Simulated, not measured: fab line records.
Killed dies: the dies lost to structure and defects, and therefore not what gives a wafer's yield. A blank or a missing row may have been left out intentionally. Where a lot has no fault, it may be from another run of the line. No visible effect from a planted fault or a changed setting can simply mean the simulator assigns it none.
The same fault as seen by 2 desks -- flow sky130 -- numbers are kept per desk, each desk with only its own; the story behind them comes last

== AT THE TOOL OWNER'S DESK: cvd w-02 ==
The tool's own readings at SKY_VIA1_CVD_21 (deposits W, target thk 270 nm, time 80.902 s): means of the sampled wafers that have a number, for each lot that ran on this tool. Any lot whose mean is over 4 standard deviations away from the usual mean is out of limits and marked OUT; that distance is given in the brackets.
Columns: A = heater power w at SKY_VIA1_CVD_21, usual 857 W
lot,first seen here,A
L136,day 34 22:23,825
L144,day 37 06:52,900
L146,day 38 00:07,904
This desk's verdict: no lot among the 3 shows anything out of limits.

== THE METROLOGY DESK ==
Lot by lot, what the gauges showed, no matter which tool ran the lot: averages of those sampled wafers that carry a number. Any lot whose mean is over 4 standard deviations away from the usual mean is out of limits and marked OUT; that distance is given in the brackets.
Columns: A = cd nm at SKY_VIA1_CD_MEAS_12, usual 150.4 nm; B = VIA1_OVL at SKY_VIA1_OVL_MEAS_13, usual -5 nm; C = VIA1_W_RS at SKY_VIA1_RS_MEAS_22, usual 0.427 ohm/sq; D = VIA1_W_THK at SKY_VIA1_THK_MEAS_23, usual 266 nm
lot,first seen here,A,B,C,D
L136,day 34 21:28,149.5,-10,0.423,268
L144,day 37 05:57,152.3,-6,0.427,268
L146,day 37 23:13,150.0,-6,0.646 (+38) OUT,188 (-20) OUT
L156,day 40 16:11,150.4,4,0.412,273
L157,day 40 21:11,150.2,-9,0.419,268
This desk reports L146 out of limits; the earliest was L146 at day 38 00:13 (VIA1_W_RS at SKY_VIA1_RS_MEAS_22). In limits: L136, L144, L156, L157.

== PUT TOGETHER ==
L146 would have let the metrology desk raise an alarm at day 38 00:13.
The tool owner's desk saw nothing out of limits.
On record at the tool owner's desk: L146, within its limits.
Of the lots named, all ran SKY_VIA1_CVD_21 on cvd w-02.

== WHAT THE SIMULATOR PUT IN ==
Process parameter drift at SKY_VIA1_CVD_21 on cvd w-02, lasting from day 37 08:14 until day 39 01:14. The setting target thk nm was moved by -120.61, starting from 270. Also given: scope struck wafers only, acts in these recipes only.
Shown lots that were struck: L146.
Delay in hours, fault start to first out-of-limits reading, per desk: metrology desk 16.
